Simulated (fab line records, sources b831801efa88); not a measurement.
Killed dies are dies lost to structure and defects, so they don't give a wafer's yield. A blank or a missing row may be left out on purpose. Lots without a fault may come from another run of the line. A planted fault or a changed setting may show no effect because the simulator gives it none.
fab line records | flow sky130
record lots=12 wafers=36 last_day=50
route steps=708 shown LDD_N@239 VIA1@460 METAL3@533
lots that met no fault: from a run of the same line without faults
start_h: hours from the record's first day to the start of the lot's first wafer shown | wait_h: hours since the lot's step before | " the same as in the row above | L1.1+2: a row that stands for several wafers | - no value, or no start given | * or withheld: withheld | < > ~ a bound
route shown NAME@n: a module of which the file shows steps, and the number in the route of the first | usual: mean/standard deviation of fault-free wafers | same: alike in all rows | chamber/n: place in a boat | sites: the reading at each site | _std_site: their standard deviation | _edge_site: outer sites' mean less inner sites' | radius_mm: how far each site lies from the wafer's centre | mask NAME#n: copy n | behind: the tool/chamber that last shaped the wafer | hold: why the lot was held/for how many hours/how that ended | device: the transistor (n, p or np) that didn't switch | end of line: the same wafers' tests at the end of the route | a step without rows: its recipe alone | killed: dies lost to structure and defects at the first sort, not the wafer's yield | map: a wafer's dies, x killed, . not, _ none there
set.NAME: the setting as run; set.NAME@STEP: as run at that earlier step | model.NAME: the simulator's own value behind a step, which no gauge read
steps of the route over a sample of lots; a table a step, a row a wafer
services: from which hour (start_h, from the record's first day; less than 0 if before it) a tool's chamber was out of use, for how many hours, and why
## steps
# step SKY_LDD_N_COAT_02
# recipe resist=NOVOLAK spin_rpm=3000 resist_thk_nm=300
# usual exhaust_pa=45.0/0.91 resist_line_temp_C=23.03/0.1
# columns lot.wafer tool chamber start_h wait_h exhaust_pa resist_line_temp_C
L304.2 litho_track-03 0 390.32 0.1 46.8 22.99
L304.3 " 0 " " 45.5 23.21
L304.6 " 0 " " 47.3 23.18
L309.2 litho_track-04 0 421.21 0.1 44.6 23.15
L309.3 " 0 " " 45.2 23.10
L309.6 " 0 " " 45.8 22.99
L308.3 litho_track-03 0 423.95 0.1 44.2 23.03
L308.4 " 0 " " 45.4 23.05
L308.5 " 0 " " 44.6 23.05
L311.2 litho_track-04 0 442.41 0.1 45.6 22.95
L311.3 " 0 " " 45.4 22.92
L311.6 " 0 " " 44.0 22.85
L313.2 litho_track-01 0 460.45 0.1 43.2 23.15
L313.3 " 0 " " 42.8 23.09
L313.4 " 0 " " 44.7 22.98
L315.2 litho_track-04 0 482.41 0.1 44.0 23.12
L315.3 " 0 " " 44.3 22.96
L315.4 " 0 " " 43.9 22.97
L319.2 litho_track-01 0 518.00 0.1 44.3 23.09
L319.4 " 0 " " 44.4 23.10
L319.6 " 0 " " 45.0 23.18
L320.1 litho_track-03 0 523.50 0.1 44.9 23.00
L320.2 " 0 " " 44.8 23.04
L320.4 " 0 " " 43.9 23.01
L322.2 litho_track-04 0 544.76 0.1 45.8 23.12
L322.4 " 0 " " 45.3 23.09
L322.6 " 0 " " 44.2 23.05
L323.1 litho_track-04 0 554.54 0.1 45.5 22.83
L323.5 " 0 " " 45.8 22.94
L323.6 " 0 " " 44.7 23.01
L324.1 litho_track-04 0 563.74 0.1 45.5 22.97
L324.3 " 0 " " 44.7 22.83
L324.4 " 0 " " 46.1 22.95
L326.1 litho_track-01 0 573.73 0.1 44.9 23.07
L326.3 " 0 " " 44.6 23.08
L326.4 " 0 " " 45.6 23.10
# step SKY_LDD_N_STRIP_16
# recipe chemistry=O2/N2 power_w=1400 pressure_mtorr=1500 platen_temp_c=withheld o2_flow_sccm=3000 n2_flow_sccm=300 overash_fraction=0.5
# usual drypump_motor_current_A=5.9/0.46 oes_product_au=0.406/0.0046 strip_time_to_endpoint_s=4.320/0.016
# columns lot.wafer tool chamber start_h wait_h drypump_motor_current_A oes_product_au rf_hours_counter_h strip_time_to_endpoint_s
L304.2 plasma_asher-01 1 405.67 0.1 5.6 0.406 71 4.314
L304.3 " 0 " " 5.3 0.401 - 4.320
L304.6 " 0 " " 5.2 0.409 - 4.311
L309.2 plasma_asher-01 0 438.34 0.1 5.3 0.409 1 4.310
L309.3 " 0 " " 5.3 0.402 - 4.296
L309.6 " 0 " " 5.3 0.408 - 4.296
L308.3 plasma_asher-03 1 441.12 0.1 5.5 0.405 - 4.334
L308.4 " 0 " " 6.7 0.402 - 4.321
L308.5 " 0 " " 6.7 0.405 - 4.324
L311.2 plasma_asher-04 1 458.82 0.1 6.2 0.414 79 4.318
L311.3 " 0 " " 5.9 0.398 - 4.291
L311.6 " 0 " " 5.9 0.404 - 4.313
L313.2 plasma_asher-03 0 477.52 0.1 6.7 0.404 64 4.334
L313.3 " 1 " " 5.5 0.402 - 4.314
L313.4 " 0 " " 6.7 0.407 - 4.311
L315.2 plasma_asher-03 1 501.57 0.1 5.5 0.402 67 4.280
L315.3 " 1 " " 5.5 0.407 - 4.309
L315.4 " 0 " " 6.7 0.402 - 4.294
L319.2 plasma_asher-04 0 535.12 0.1 5.9 0.410 87 4.296
L319.4 " 0 " " 5.9 0.403 - 4.324
L319.6 " 0 " " 5.9 0.402 - 4.300
L320.1 plasma_asher-01 0 540.42 0.1 5.3 0.407 10 4.343
L320.2 " 1 " " 5.6 0.412 10 4.324
L320.4 " 1 " " 5.6 0.403 - 4.325
L322.2 plasma_asher-03 0 560.78 0.1 6.7 0.409 73 4.313
L322.4 " 1 " " 5.5 0.406 - 4.320
L322.6 " 0 " " 6.7 0.401 - 4.318
L323.1 plasma_asher-04 1 571.03 0.1 6.2 0.417 91 4.631
L323.5 " 1 " " 6.2 0.430 - 4.680
L323.6 " 0 " " 5.9 0.426 - 4.657
L324.1 plasma_asher-04 0 579.87 0.1 5.9 0.422 92 4.662
L324.3 " 0 " " 5.9 0.426 - 4.657
L324.4 " 1 " " 6.2 0.416 - 4.682
L326.1 plasma_asher-01 0 590.52 0.1 5.3 0.405 15 4.337
L326.3 " 0 " " 5.3 0.413 - 4.315
L326.4 " 1 " " 5.6 0.405 - 4.297
# step SKY_VIA1_CMP_02
# recipe material=SiO2 down_force_psi=4 platen_rpm=60 pad_velocity_m_s=0.94248
# usual edge_zone_pressure_frac=0.999/0.0046 head_pressure_psi=4.001/0.0089 motor_current_A=11.6/0.77
# columns lot.wafer tool chamber start_h wait_h edge_zone_pressure_frac head_pressure_psi motor_current_A
L304.2 cmp-01 3 764.85 0.0 1.005 3.995 11.9
L304.3 " 1 " " 1.000 3.998 11.0
L304.6 " 3 " " 1.006 4.007 11.6
L309.3 cmp-02 2 793.66 0.0 1.000 3.978 11.4
L309.2 " 3 " " 1.006 4.017 10.8
L309.6 " 2 " " 0.998 3.983 12.0
L308.4 cmp-02 0 797.11 0.0 0.997 4.012 11.3
L308.3 " 3 " " 1.005 4.006 10.6
L308.5 " 0 " " 0.996 4.002 11.0
L311.2 cmp-02 2 813.51 0.0 0.998 3.999 11.4
L311.3 " 3 " " 1.001 4.002 11.1
L311.6 " 2 " " 1.004 4.010 12.1
L313.3 cmp-02 3 831.15 0.1 1.004 4.006 10.9
L313.4 " 0 " " 1.004 4.007 10.8
L313.2 " 1 " " 0.992 3.993 12.7
L315.2 cmp-01 3 849.69 0.0 1.000 3.998 11.8
L315.3 " 0 " " 0.996 4.012 10.6
L315.4 " 1 " " 1.008 4.008 11.2
L319.2 cmp-02 2 878.94 0.0 0.994 3.996 12.2
L319.4 " 0 " " 0.998 4.009 11.1
L319.6 " 3 " " 0.998 3.992 11.1
L320.4 cmp-02 0 880.27 0.0 0.997 4.003 10.8
L320.1 " 1 " " 0.998 3.994 12.8
L320.2 " 3 " " 0.999 4.001 10.5
L322.4 cmp-02 3 901.69 0.4 1.006 4.001 11.8
L322.2 " 0 " " 0.996 3.997 11.5
L322.6 " 3 " " 1.006 3.998 11.0
L323.1 cmp-02 2 908.99 0.2 0.993 4.006 11.2
L323.6 " 3 " " 0.992 3.987 10.8
L323.5 " 0 " " 1.002 3.996 10.7
L324.4 cmp-02 3 915.79 0.0 0.995 4.022 11.4
L324.1 " 1 " " 0.999 3.995 12.1
L324.3 " 2 " " 0.989 4.004 11.9
L326.1 cmp-01 3 926.79 0.1 1.007 4.011 11.8
L326.3 " 0 " " 1.003 4.013 10.4
L326.4 " 1 " " 1.002 4.011 10.9
# step SKY_VIA1_CD_MEAS_12
# recipe target_cd_nm=150
# usual cd_nm=149.9/1.6
# columns lot.wafer tool chamber start_h wait_h cd_nm
L304.2 cd_sem-01 - 791.85 - 148.8
L304.3 " - " " 148.9
L304.6 " - " " 149.9
L309.2 cd_sem-02 - 820.10 - 151.4
L309.3 " - " " 151.2
L309.6 " - " " 151.1
L308.3 cd_sem-02 - 823.12 - 148.8
L308.4 " - " " 147.3
L308.5 " - " " 147.2
L311.2 cd_sem-01 - 839.75 - 151.9
L311.3 " - " " 152.5
L311.6 " - " " 151.7
L313.2 cd_sem-02 - 858.25 - 151.9
L313.3 " - " " 152.3
L313.4 " - " " 151.3
L315.2 cd_sem-02 - 876.45 - 147.3
L315.3 " - " " 149.0
L315.4 " - " " 148.0
L319.2 cd_sem-02 - 905.10 - 152.8
L319.4 " - " " 151.8
L319.6 " - " " 152.0
L320.1 cd_sem-01 - 906.30 - 149.3
L320.2 " - " " 149.5
L320.4 " - " " 149.9
L322.2 cd_sem-02 - 926.95 - 147.8
L322.4 " - " " 149.5
L322.6 " - " " 148.4
L323.1 cd_sem-01 - 934.18 - 149.0
L323.5 " - " " 148.1
L323.6 " - " " 147.9
L324.1 cd_sem-01 - 940.08 - 146.8
L324.3 " - " " 148.1
L324.4 " - " " 146.8
L326.1 cd_sem-02 - 951.58 - 148.8
L326.3 " - " " 150.0
L326.4 " - " " 151.1
# step SKY_METAL3_SPUTTER_01
# recipe material=TiN target_thk_nm=20 power_w=6500 time_s=16.7 chamber_pressure_pa=0.4
# usual throttle_valve_pct=30.0/1
# columns lot.wafer tool chamber start_h wait_h throttle_valve_pct
L304.2 pvd_sputter-01 - 848.30 0.0 29.5
L304.3 " - " " 28.5
L304.6 " - " " 29.7
L309.2 pvd_sputter-01 - 876.56 0.0 28.2
L309.3 " - " " 29.6
L309.6 " - " " 29.7
L308.3 pvd_sputter-01 - 879.78 0.0 29.6
L308.4 " - " " 30.5
L308.5 " - " " 29.7
L311.2 pvd_sputter-01 - 895.63 0.0 30.3
L311.3 " - " " 29.8
L311.6 " - " " 29.9
L313.2 pvd_sputter-01 - 913.22 0.0 30.2
L313.3 " - " " 29.7
L313.4 " - " " 28.4
L315.2 pvd_sputter-04 - 931.08 0.0 32.2
L315.3 " - " " 29.9
L315.4 " - " " 30.6
L319.2 pvd_sputter-03 - 959.03 0.0 29.9
L319.4 " - " " 31.7
L319.6 " - " " 29.6
L320.1 pvd_sputter-04 - 960.98 0.0 32.3
L320.2 " - " " 29.5
L320.4 " - " " 30.4
L322.2 pvd_sputter-03 - 980.28 0.0 31.5
L322.4 " - " " 29.5
L322.6 " - " " 29.5
L323.1 pvd_sputter-03 - 988.73 0.0 31.6
L323.5 " - " " 29.7
L323.6 " - " " 29.3
L324.1 pvd_sputter-04 - 992.53 0.0 29.5
L324.3 " - " " 32.8
L324.4 " - " " 30.2
L326.1 pvd_sputter-01 - 1004.94 0.0 30.3
L326.3 " - " " 28.3
L326.4 " - " " 29.6
## services
# columns tool chamber start_h hours kind
plasma_asher-03 - 376.92 0.8 repair
cmp-02 - 377.95 5.9 pm
cmp-02 - 404.15 4.0 pm
cmp-02 - 404.79 0.8 repair
cmp-02 - 414.38 0.7 repair
cmp-02 - 421.16 3.6 repair
pvd_sputter-01 - 487.27 1.4 repair
cmp-02 - 517.70 1.0 repair
cmp-02 - 523.78 7.1 pm
cmp-02 - 585.86 3.5 repair
cmp-02 - 633.30 3.9 repair
pvd_sputter-01 - 686.49 13.0 repair
cmp-02 - 744.23 4.0 pm
cmp-02 - 748.23 5.8 pm
pvd_sputter-01 - 767.06 4.4 repair
cmp-02 - 771.17 0.5 repair
cmp-02 - 782.75 1.2 repair
pvd_sputter-01 - 806.28 0.7 repair
cmp-02 - 848.53 23.0 pm
pvd_sputter-01 - 858.52 5.7 repair
cmp-02 - 922.67 2.3 repair
pvd_sputter-01 - 948.20 2.6 repair
cmp-02 - 960.55 1.3 repair
cmp-02 - 998.95 2.2 repair
## key
first_sign step=SKY_LDD_N_STRIP_16 reading=strip_time_to_endpoint_s direction=up sigmas=22 usual=* struck=*
effect step=SKY_LDD_N_STRIP_16 reading=oes_product_au direction=up sigmas=3.6 usual=0.406 struck=0.423
met_at SKY_LDD_N_COAT_02
struck_lots L323,L324
tester_left_out L323,L324
not_acting_at SKY_VIA1_CMP_02,SKY_VIA1_CD_MEAS_12,SKY_METAL3_SPUTTER_01
onset_between 544.76 554.54
also_fits SKY_LDD_N_STRIP_16:plasma_asher-04
fault kind=process_parameter_drift tool=litho_track-04 chamber=- onset_h=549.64 steps=SKY_LDD_N_COAT_02 channel=resist_thk_nm offset=26.893 shape=step end_h=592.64 acts_in=these_recipes_only stated=300
# tester_left_out: of these lots the tester's yield and bins aren't shown, on N5 and GAA mostly nor the transistor test; their killed dies are dies lost to structure and defects alone, not to doping, threshold or leakage, so they don't give the yield
